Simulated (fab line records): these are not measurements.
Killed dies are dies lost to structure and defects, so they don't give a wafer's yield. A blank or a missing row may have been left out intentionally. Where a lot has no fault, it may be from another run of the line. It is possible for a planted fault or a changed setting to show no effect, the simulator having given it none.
2 desks, one fault || flow sky130 || each desk has only its own numbers; what lay behind them comes last

== AT THE METROLOGY DESK ==
Lot by lot, what the gauges showed, no matter which tool ran the lot: averages of those sampled wafers that carry a number. If a lot's mean is further than 4 standard deviations from the usual mean, the lot is out of limits and carries the mark OUT (the distance appears in the brackets).
Columns: A = cdNm at SKY_VIA2_CD_MEAS_12, usual 199.8 nm
{"lot": "L669", "first seen here": "day 35 14:32", "A": 196.8}
{"lot": "L671", "first seen here": "day 36 14:48", "A": 200.5}
{"lot": "L673", "first seen here": "day 37 13:44", "A": 197.9}
{"lot": "L674", "first seen here": "day 37 13:59", "A": 199.7}
{"lot": "L676", "first seen here": "day 38 11:44", "A": 199.7}
{"lot": "L677", "first seen here": "day 38 16:30", "A": 197.5}
{"lot": "L678", "first seen here": "day 38 22:26", "A": 200.7}
{"lot": "L680", "first seen here": "day 39 14:46", "A": 198.5}
{"lot": "L682", "first seen here": "day 40 03:29", "A": 200.4}
{"lot": "L686", "first seen here": "day 41 03:53", "A": 200.3}
{"lot": "L688", "first seen here": "day 43 01:09", "A": 200.2}
{"lot": "L689", "first seen here": "day 43 01:41", "A": 200.4}
{"lot": "L690", "first seen here": "day 43 03:09", "A": 203.1}
{"lot": "L692", "first seen here": "day 43 09:04", "A": 198.6}
This desk's finding: nothing out of limits on any of the 14 lots.

== FOR THE TOOL OWNER'S DESK: pvdSputter-04 ==
The tool's own readings at SKY_METAL3_SPUTTER_04 (material TiN, target thk 70 nm, time 58.3 s): means of the sampled wafers that have a number, for each lot that ran on this tool. If a lot's mean is further than 4 standard deviations from the usual mean, the lot is out of limits and carries the mark OUT (the distance appears in the brackets).
Columns: A = cathodeDcPowerW at SKY_METAL3_SPUTTER_04, usual 6499.9 W; B = chamberPressurePa at SKY_METAL3_SPUTTER_04, usual 0.3999 Pa; C = throttleValvePct at SKY_METAL3_SPUTTER_04, usual 29.9 %
{"lot": "L669", "first seen here": "day 35 16:27", "A": 6500.7, "B": 0.3998, "C": 29.9}
{"lot": "L678", "first seen here": "day 39 00:01", "A": 6499.7, "B": 0.4002, "C": 30.0}
{"lot": "L680", "first seen here": "day 39 16:23", "A": 6499.7, "B": 0.4005, "C": 29.1}
{"lot": "L689", "first seen here": "day 43 04:40", "A": 6500.5, "B": 0.3995, "C": 30.3}
{"lot": "L690", "first seen here": "day 43 04:58", "A": 6500.5, "B": 0.3999, "C": 29.5}
{"lot": "L692", "first seen here": "day 43 10:38", "A": 6500.3, "B": 0.4003, "C": 29.6}
This desk's finding: nothing out of limits on any of the 6 lots.

== ALL TOGETHER ==
Nothing out of limits was seen by the metrology desk.
The desk of the tool owner found nothing out of limits.

== WHAT HAD BEEN PUT IN BY THE SIMULATOR ==
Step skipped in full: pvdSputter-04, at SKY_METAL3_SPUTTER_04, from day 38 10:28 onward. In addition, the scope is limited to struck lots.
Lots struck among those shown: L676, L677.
